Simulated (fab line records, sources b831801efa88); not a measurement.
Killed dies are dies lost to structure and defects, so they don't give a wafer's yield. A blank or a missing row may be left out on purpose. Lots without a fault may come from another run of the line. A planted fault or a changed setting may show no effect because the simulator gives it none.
A struck lot beside a sound one | flow sky130 | 17 steps out of a route of 708
Sound: wafers L773.1, L773.2, L773.6. Struck: wafers L777.1, L777.5, L777.6. The cause comes at the end.
At each step with rows: each side's tool, then ch and its chambers, then its first start. Under that, the readings that differ: sound wafers | struck wafers | difference of the means | sigmas: that difference in standard deviations of wafers without a fault.
alike: readings whose means differ by less than 2 such deviations, and words and numbers that are the same on both sides. not compared: withheld readings, readings that some wafer has no value for, bounds like >300 that may hide the same value, and numbers for which the record gives no deviation and whose values overlap.
The two part at a step that has a row with sigmas, a row that says differs or no value, or rows on one side only. Numbers that don't overlap but have no deviation are shown without sigmas and don't part them. A reading that every wafer of one side lacks parts them only if that side has two wafers or more.

first, 1 step without rows for these wafers: SKY_VT_ADJUST_NCORE_IMPLANT_09.
SKY_VT_ADJUST_NCORE_STRIP_10: strips in O2/N2.
  sound on plasma_asher-03 ch 0,1, day 10 14:35; struck on plasma_asher-03 ch 0,1, day 12 06:18
  alike: drypump_motor_current_A, n2_flow_sccm, oes_product_au, strip_time_to_endpoint_s
  not compared: rf_hours_counter_h
SKY_VT_ADJUST_NCORE_TW_MEAS_11:
  sound on film_metro-01, day 10 14:41; struck on film_metro-03, day 12 06:24
  reading            | sound             | struck            | difference | sigmas
  VT_ADJUST_NCORE_TW | 216.3 217.0 217.0 | 219.6 219.8 219.4 | +2.8       | +2
then, 7 steps without rows for these wafers: SKY_VT_ADJUST_HVTR_DEHYDRATE_00 (time 60 s); SKY_VT_ADJUST_HVTR_HMDS_01 (prime time 60 s); SKY_VT_ADJUST_HVTR_COAT_02 (resist thk 1140 nm); SKY_VT_ADJUST_HVTR_SOFTBAKE_03 (time 60 s); SKY_VT_ADJUST_HVTR_EXPOSE_04 (exposes mask HVTRM, target cd 380 nm); SKY_VT_ADJUST_HVTR_PEB_05; SKY_VT_ADJUST_HVTR_DEVELOP_06 (develop time 60 s).
SKY_VT_ADJUST_HVTR_CD_MEAS_07: target cd 380 nm.
  sound on cd_sem-02, day 11 14:26; struck on cd_sem-01, day 13 07:14
  alike: cd_nm
SKY_VT_ADJUST_HVTR_OVL_MEAS_08:
  sound on overlay-02, day 11 14:33; struck on overlay-02, day 13 07:21
  alike: VT_ADJUST_HVTR_OVL
SKY_VT_ADJUST_HVTR_IMPLANT_09:
  sound on implanter-03 ch 0, day 11 14:35; struck on implanter-03 ch 0, day 13 07:23
  reading            | sound                            | struck                        | difference | sigmas
  dose_ions_cm2      | 2.1027e+12 2.1033e+12 2.1046e+12 | 9.009e+11 8.969e+11 8.964e+11 | -1.205e+12 | -99 or more
  faraday_current_uA | 12.11 12.05 12.24                | 5.08 5.07 5.12                | -7.04      | -34
SKY_VT_ADJUST_HVTR_STRIP_10: strips in O2/N2.
  sound on plasma_asher-02 ch 0,1, day 11 14:44; struck on plasma_asher-04 ch 0,1, day 13 07:32
  reading                      | sound             | struck            | difference | sigmas
  strip_time_to_endpoint_s (s) | 14.14 14.11 14.13 | 14.20 14.26 14.25 | +0.11      | +3
  alike: drypump_motor_current_A, n2_flow_sccm, oes_product_au
  not compared: rf_hours_counter_h
SKY_VT_ADJUST_HVTR_TW_MEAS_11:
  sound on film_metro-04, day 11 14:50; struck on film_metro-03, day 13 07:38
  reading           | sound             | struck            | difference | sigmas
  VT_ADJUST_HVTR_TW | 212.3 211.0 212.0 | 167.3 167.9 168.0 | -44.0      | -51
then, 1 step without rows for these wafers: SKY_VT_ADJUST_PCH_DEHYDRATE_00 (time 60 s).
-- the record jumps here: 36 days lie between the struck wafers' starts before and after (it left off in module VT_ADJUST_PCH and takes up again in module PAD_OPEN, whose first step shown is number 708 of the route) --
SKY_PAD_OPEN_PROBE_99:
  sound on prober-01, day 47 15:52; struck on prober-02, day 49 02:12
  reading                                  | sound                   | struck                  | difference | sigmas
  model.etest.pfet_01v8_mvt.drive_ua_um    | 148.3 145.4 146         | 128.8 125.6 126.6       | -19.6      |
  model.etest.pfet_01v8_mvt.off_log10_a_um | -10.86 -11.28 -11.08    | -12.53 -12.8 -12.8      | -1.64      |
  model.etest.pfet_01v8_mvt.vt_sat_v (V)   | -0.5845 -0.5999 -0.5964 | -0.74 -0.7356 -0.7429   | -0.15      |
  model.etest.pfet_01v8_mvt.vt_v (V)       | -0.6704 -0.6804 -0.6776 | -0.7979 -0.7959 -0.8023 | -0.1226    |
  model.etest.pfet_01v8_mvt.vt_long_v (V)  | -0.8789 -0.8819 -0.8799 | -0.994 -0.9966 -0.9996  | -0.117     |
  alike: killed_at_M0_to_M3, killed_at_M4_up, killed_at_contacts, killed_at_front_end, killed_at_other, killed_dies, killed_open, killed_short

WHERE THEY PART
First at SKY_VT_ADJUST_NCORE_TW_MEAS_11; last, within this record, at SKY_VT_ADJUST_HVTR_TW_MEAS_11. Later steps at which nothing parts them and some readings are alike: SKY_PAD_OPEN_PROBE_99.

WHY: what the simulator had put in
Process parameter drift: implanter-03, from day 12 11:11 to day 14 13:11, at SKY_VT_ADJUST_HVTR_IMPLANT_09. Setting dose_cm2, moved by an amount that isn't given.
